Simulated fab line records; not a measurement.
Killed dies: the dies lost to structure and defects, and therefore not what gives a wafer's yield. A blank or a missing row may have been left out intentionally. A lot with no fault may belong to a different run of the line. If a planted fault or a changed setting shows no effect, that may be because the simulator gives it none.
fab line records	flow sky130
[record] lots = 5	wafers = 15	last_day = 50
route steps=708 shown CONTACT@425 METAL1@434 PAD_OPEN@708
lots that met no fault: from a run of the same line without faults
start_h: the number of hours between the record's first day and the start of the first shown wafer of the lot	wait_h: hours from the lot's prior step to this one	" same as the row above	L1.1+2: one row covering several wafers at once	- value missing, or start not given	* or withheld: withheld	< > ~ a bound
route shown NAME@n: a module of which the file shows steps, and the number in the route of the first	usual: average and standard deviation across the fault-free wafers	same: alike in all rows	chamber/n: place in a boat	sites: readings site by site	_std_site: their standard deviation	_edge_site: outer sites' mean less inner sites'	radius_mm: how far each site lies from the wafer's centre	mask NAME#n: copy n	behind: tool/chamber where the wafer was last shaped	hold: what put the lot on hold/how long, in hours/how the hold closed	device: names the non-switching transistor (n, p or np)	end of line: the same wafers' tests at the end of the route	for a step that has no rows: nothing shown but its recipe	killed: dies that structure and defects cost at the first sort, which is not the same as the wafer's yield	map: dies across one wafer; x = killed, . = not, _ = none there
set.NAME: the setting as run; set.NAME@STEP: as run at that earlier step	model.NAME: the simulator's own value behind a step, which no gauge read
a table for each step, a row for each wafer; lots at some steps of the route
services: when a tool's chamber went out of use (start_h, in hours from the record's first day, below 0 if earlier), for how many hours, and the reason
[[steps]]
[step SKY_CONTACT_STRIP_19]
[recipe] chemistry = O2/N2	power_w = 1400	pressure_mtorr = 1500	platen_temp_c = withheld	o2_flow_sccm = 3000	n2_flow_sccm = 300	overash_fraction = 0.5
[usual] drypump_motor_current_A = 5.9/0.43	oes_product_au = 0.381/0.0046	strip_time_to_endpoint_s = 3.629/0.024
lot.wafer	tool	chamber	start_h	wait_h	drypump_motor_current_A	oes_product_au	rf_hours_counter_h	strip_time_to_endpoint_s
L373.2	plasma_asher-04	1	763.02	-	6.1	0.382	96	3.620
L373.3	"	0	"	"	5.8	0.373	-	3.639
L373.4	"	1	"	"	6.1	0.380	-	3.603
L376.2	plasma_asher-04	1	788.90	-	6.1	0.378	98	3.649
L376.4	"	1	"	"	6.1	0.382	-	3.632
L376.6	"	0	"	"	5.7	0.383	-	3.607
L382.1	plasma_asher-02	1	842.63	-	5.6	0.370	68	3.593
L382.4	"	0	"	"	5.3	0.380	-	3.597
L382.6	"	1	"	"	5.6	0.379	-	3.615
L386.2	plasma_asher-04	1	897.43	-	6.1	0.385	109	3.637
L386.3	"	1	"	"	6.1	0.381	-	3.599
L386.4	"	0	"	"	5.7	0.381	-	3.673
L388.3	plasma_asher-02	1	897.79	-	5.6	0.389	-	3.664
L388.4	"	0	"	"	5.3	0.387	-	3.677
L388.5	"	0	"	"	5.3	0.376	-	3.664
[step SKY_CONTACT_STRIP_20]
[recipe] chemistry = post_etch_residue_remover	time_s = 1200	temp_c = 72.5
[step SKY_CONTACT_CLEAN_21]
[recipe] chemistry = IPA	time_s = 180	temp_c = 25
[step SKY_CONTACT_CLEAN_22]
[recipe] chemistry = O3/DIW	dry = n2_spin
[step SKY_CONTACT_SPUTTER_23]
[recipe] material = TiN	target_thk_nm = 20	chamber_pressure_pa = 5	power_w = 4000	time_s = 80
[step SKY_CONTACT_CVD_24]
[recipe] material = W	target_thk_nm = 340	time_s = 102.12	temp_c = 400	pressure_torr = 40
[step SKY_CONTACT_RS_MEAS_25]
[recipe] thk_meas_gauge = four-point-probe	reads = W_of_CONTACT_CVD_24+TiN_of_CONTACT_SPUTTER_23
[usual] CONTACT_W_RS = 0.340/0.0034
lot.wafer	tool	chamber	start_h	wait_h	CONTACT_W_RS[ohm/sq]
L373.2	film_metro-02	-	763.80	0.1	0.341
L373.3	"	-	"	"	0.343
L373.4	"	-	"	"	0.343
L376.2	film_metro-04	-	789.69	0.1	0.343
L376.4	"	-	"	"	0.339
L376.6	"	-	"	"	0.341
L382.1	film_metro-04	-	843.39	0.1	0.340
L382.4	"	-	"	"	0.336
L382.6	"	-	"	"	0.336
L386.2	film_metro-02	-	898.37	0.1	0.338
L386.3	"	-	"	"	0.341
L386.4	"	-	"	"	0.339
L388.3	film_metro-02	-	898.60	0.1	0.340
L388.4	"	-	"	"	0.336
L388.5	"	-	"	"	0.341
[step SKY_CONTACT_THK_MEAS_26]
[recipe] thk_meas_gauge = xrf	reads = W_of_CONTACT_CVD_24
[usual] CONTACT_W_THK = 332/3.6
lot.wafer	tool	chamber	start_h	wait_h	CONTACT_W_THK[nm]
L373.2	film_metro-02	-	763.91	0.1	330
L373.3	"	-	"	"	328
L373.4	"	-	"	"	329
L376.2	film_metro-04	-	789.80	0.1	328
L376.4	"	-	"	"	334
L376.6	"	-	"	"	331
L382.1	film_metro-04	-	843.51	0.1	332
L382.4	"	-	"	"	338
L382.6	"	-	"	"	338
L386.2	film_metro-02	-	898.48	0.1	329
L386.3	"	-	"	"	328
L386.4	"	-	"	"	331
L388.3	film_metro-02	-	898.70	0.1	326
L388.4	"	-	"	"	331
L388.5	"	-	"	"	330
[step SKY_CONTACT_CMP_27]
[recipe] stop_on = SiO2	t_overpolish_s = 15	down_force_psi = 3.5	platen_rpm = 60	target_thk_nm = 0	pad_velocity_m_s = 0.94248
[usual] motor_current_A = 10.6/0.85	overpolish_run_s = 15.000/0.0093	slurry_flow_ml_min = 150.0/0.49	time_to_endpoint_s = 80.0/2.5
lot.wafer	tool	chamber	start_h	wait_h	motor_current_A	overpolish_run_s	slurry_flow_ml_min	time_to_endpoint_s
L373.2	cmp-02	3	763.96	0.0	9.2	14.984	148.6	81.9
L373.4	"	1	"	"	9.9	15.007	149.9	78.2
L373.3	"	2	"	"	11.4	15.004	149.8	79.9
L376.4	cmp-02	0	789.90	0.1	10.2	14.989	148.8	75.3
L376.2	"	2	"	"	12.0	14.989	150.2	78.1
L376.6	"	0	"	"	10.5	15.012	149.6	78.8
L382.4	cmp-01	0	843.73	0.2	10.2	14.982	149.9	82.4
L382.1	"	1	"	"	11.8	14.988	149.9	81.9
L382.6	"	2	"	"	10.5	14.993	150.9	80.5
L386.4	cmp-02	2	898.58	0.1	12.1	14.986	150.3	83.8
L386.3	"	3	"	"	9.6	15.000	149.9	83.1
L386.2	"	0	"	"	10.1	15.000	150.3	80.0
L388.3	cmp-02	2	899.23	0.5	12.7	15.005	150.6	83.8
L388.4	"	3	"	"	9.5	15.003	149.8	86.3
L388.5	"	0	"	"	10.3	15.014	149.8	78.6
[step SKY_METAL1_SPUTTER_00]
[recipe] material = Ti	target_thk_nm = 15	power_w = 3000	time_s = 10	chamber_pressure_pa = 0.4
[usual] chamber_pressure_pa = 0.4001/0.00073	throttle_valve_pct = 29.8/1
[same] time_s = 10
lot.wafer	tool	chamber	start_h	wait_h	chamber_pressure_pa	throttle_valve_pct
L373.2	pvd_sputter-02	-	764.26	0.2	0.3999	31.1
L373.3	"	-	"	"	0.3995	28.2
L373.4	"	-	"	"	0.4003	28.7
L376.2	pvd_sputter-03	-	790.15	0.1	0.4004	30.4
L376.4	"	-	"	"	0.4003	30.3
L376.6	"	-	"	"	0.4001	29.9
L382.1	pvd_sputter-02	-	843.93	0.1	0.4001	30.8
L382.4	"	-	"	"	0.4010	28.4
L382.6	"	-	"	"	0.3999	30.0
L386.2	pvd_sputter-04	-	898.83	0.1	0.4011	29.8
L386.3	"	-	"	"	0.4000	28.8
L386.4	"	-	"	"	0.4007	30.7
L388.3	pvd_sputter-04	-	899.43	0.1	0.3998	29.9
L388.4	"	-	"	"	0.4012	28.9
L388.5	"	-	"	"	0.3989	29.9
[step SKY_METAL1_SPUTTER_01]
[recipe] material = TiN	target_thk_nm = 20	power_w = 6500	time_s = 16.7	chamber_pressure_pa = 0.4
[usual] chamber_pressure_pa = 0.4002/0.00078	throttle_valve_pct = 29.8/0.98
[same] time_s = 16.7
lot.wafer	tool	chamber	start_h	wait_h	chamber_pressure_pa	throttle_valve_pct
L373.2	pvd_sputter-02	-	764.29	0.0	0.4010	30.6
L373.3	"	-	"	"	0.4008	28.3
L373.4	"	-	"	"	0.3990	28.5
L376.2	pvd_sputter-03	-	790.17	0.0	0.4005	30.5
L376.4	"	-	"	"	0.4005	30.1
L376.6	"	-	"	"	0.3994	29.7
L382.1	pvd_sputter-02	-	843.95	0.0	0.4001	30.8
L382.4	"	-	"	"	0.3994	28.4
L382.6	"	-	"	"	0.4003	30.4
L386.2	pvd_sputter-04	-	898.86	0.0	0.3999	30.1
L386.3	"	-	"	"	0.4009	28.7
L386.4	"	-	"	"	0.3992	30.8
L388.3	pvd_sputter-04	-	899.46	0.0	0.3998	30.0
L388.4	"	-	"	"	0.3999	28.9
L388.5	"	-	"	"	0.4003	29.8
[step SKY_METAL1_SPUTTER_02]
[recipe] material = AlCu	target_thk_nm = 250	power_w = 10600	time_s = 13.86	chamber_pressure_pa = 0.4
[step SKY_METAL1_SPUTTER_03]
[recipe] material = Ti	target_thk_nm = 5	power_w = 3000	time_s = 3.3	chamber_pressure_pa = 0.4
[usual] chamber_pressure_pa = 0.4000/0.00076	throttle_valve_pct = 29.8/0.98
lot.wafer	tool	chamber	start_h	wait_h	chamber_pressure_pa	throttle_valve_pct	model.Ti_of_METAL1_SPUTTER_03.thk_nm
L373.2	pvd_sputter-02	-	764.34	0.0	0.4001	30.6	5.06
L373.3	"	-	"	"	0.4007	28.0	4.942
L373.4	"	-	"	"	0.4006	28.5	4.898
L376.2	pvd_sputter-03	-	790.22	0.0	0.4010	30.3	5.004
L376.4	"	-	"	"	0.4000	29.9	5.07
L376.6	"	-	"	"	0.4003	29.8	4.986
L382.1	pvd_sputter-02	-	844.00	0.0	0.3996	30.3	4.904
L382.4	"	-	"	"	0.4004	28.4	3.486
L382.6	"	-	"	"	0.3999	29.8	4.873
L386.2	pvd_sputter-04	-	898.91	0.0	0.4007	30.0	4.982
L386.3	"	-	"	"	0.3996	28.7	4.915
L386.4	"	-	"	"	0.3997	30.7	5.058
L388.3	pvd_sputter-04	-	899.51	0.0	0.3995	29.9	5.15
L388.4	"	-	"	"	0.4005	28.9	5.079
L388.5	"	-	"	"	0.4006	30.0	5.215
[step SKY_METAL1_SPUTTER_04]
[recipe] material = TiN	target_thk_nm = 70	power_w = 6500	time_s = 58.3	chamber_pressure_pa = 0.4
[usual] chamber_pressure_pa = 0.4001/0.00082	throttle_valve_pct = 29.8/0.96
[same] time_s = 58.3
lot.wafer	tool	chamber	start_h	wait_h	chamber_pressure_pa	throttle_valve_pct
L373.2	pvd_sputter-02	-	764.36	0.0	0.3986	30.7
L373.3	"	-	"	"	0.4017	28.3
L373.4	"	-	"	"	0.3994	28.5
L376.2	pvd_sputter-03	-	790.24	0.0	0.3997	30.4
L376.4	"	-	"	"	0.4000	30.1
L376.6	"	-	"	"	0.4001	29.9
L382.1	pvd_sputter-02	-	844.02	0.0	0.3992	31.0
L382.4	"	-	"	"	0.4000	28.3
L382.6	"	-	"	"	0.3993	30.2
L386.2	pvd_sputter-04	-	898.93	0.0	0.3998	30.1
L386.3	"	-	"	"	0.4001	29.1
L386.4	"	-	"	"	0.3991	30.9
L388.3	pvd_sputter-04	-	899.53	0.0	0.4005	30.0
L388.4	"	-	"	"	0.4001	29.2
L388.5	"	-	"	"	0.4007	30.1
[step SKY_PAD_OPEN_PROBE_99]
[usual] defect_limited_yield = 83.0/1.9	killed_at_M0_to_M3 = 43/6.9	killed_at_M4_up = 3.1/1.9	killed_at_contacts = 24/5.4	killed_at_front_end = 14/4.3	killed_at_other = 0.3/0.53	killed_dies = 84/9.5	killed_open = 46/6.8	killed_short = 38/6	sort_bin_3_pad_short = 0.9/0.46	sort_bin_5_function = 10.0/1.4	sort_bin_6_memory = 6.1/1.1	sort_n_pass = 408/9.5	sort_yield_pct = 83.0/1.9
[same] gross_dies = 492	killed_at_back_side = 0	sort_bin_4_leakage[%] = 0	sort_bin_8_speed[%] = 0
lot.wafer	tool	chamber	start_h	wait_h	defect_limited_yield[%]	killed_at_M0_to_M3	killed_at_M4_up	killed_at_contacts	killed_at_front_end	killed_at_other	killed_dies	killed_open	killed_short	sort_bin_3_pad_short[%]	sort_bin_5_function[%]	sort_bin_6_memory[%]	sort_n_pass	sort_yield_pct[%]
L386.2	prober-01	-	1192.99	0.1	82.3	49	2	23	13	0	87	49	38	1.0	9.8	6.9	405	82.3
L386.3	prober-01	-	1193.04	0.2	86.0	41	3	16	9	0	69	48	21	0.4	8.9	4.7	423	86.0
L386.4	prober-01	-	1193.09	0.2	80.5	47	3	39	7	0	96	60	36	1.0	10.8	7.7	396	80.5
// killed by level:class
L386.2 VIA1:geometric_particle:open=16 CONTACT:geometric_particle:open=8 METAL1:geometric_particle:short=5 LI_CONTACT:geometric_particle:open=5 CONTACT:geometric_particle:short=5 METAL2:geometric_particle:short=5 LI_CONTACT:geometric_particle:short=4 VIA2:geometric_particle:open=4
L386.3 VIA1:geometric_particle:open=12 VIA3:geometric_particle:open=6 CONTACT:geometric_particle:open=6 VIA2:geometric_particle:open=6 METAL1:geometric_particle:short=5 FIELD_ISO:geometric_particle:open=4 LI_CONTACT:geometric_particle:open=4 METAL3:geometric_particle:open=3
L386.4 VIA1:geometric_particle:open=15 CONTACT:geometric_particle:open=13 LI_CONTACT:geometric_particle:open=12 LI_CONTACT:geometric_particle:short=6 VIA3:geometric_particle:open=6 CONTACT:geometric_particle:short=5 METAL1:geometric_particle:short=5 VIA2:geometric_particle:open=5
[[services]]
tool	chamber	start_h	hours	kind
cmp-02	-	744.00	4.0	pm
cmp-02	-	746.97	0.7	repair
cmp-02	-	748.00	-	consumable_replace:conditioner
cmp-02	-	748.00	-	consumable_replace:pad
plasma_asher-04	-	753.21	0.8	repair
cmp-01	-	804.41	1.6	repair
cmp-02	-	820.18	0.4	repair
pvd_sputter-04	-	827.77	0.7	repair
pvd_sputter-04	3	832.59	-	consumable_replace:kit
pvd_sputter-04	3	832.59	18.0	scheduled_down
pvd_sputter-04	3	832.59	18.0	vent_cycle
pvd_sputter-02	0	846.71	-	consumable_replace:kit
pvd_sputter-02	0	846.71	18.0	scheduled_down
pvd_sputter-02	0	846.71	18.0	vent_cycle
pvd_sputter-02	-	850.71	7.7	repair
pvd_sputter-04	-	851.90	3.4	repair
plasma_asher-02	-	870.63	9.2	repair
cmp-01	-	887.65	1.0	repair
cmp-02	-	893.31	0.8	repair
[[key]]
first_sign none at tools or gauges
[model_effect] step = SKY_METAL1_SPUTTER_03	value = Ti_of_METAL1_SPUTTER_03.thk_nm	without = 4.876	struck = 3.486
met_at SKY_METAL1_SPUTTER_03
struck_wafers L382.4
onset_between 764.34 844.00
[fault] kind = process_parameter_drift	tool = pvd_sputter-02	chamber = -	onset_h = 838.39	steps = SKY_METAL1_SPUTTER_03	channel = target_thk_nm	offset = -1.39	shape = step	end_h = 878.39	acts_in = these_recipes_only	stated = 5	scope = struck_wafers_only
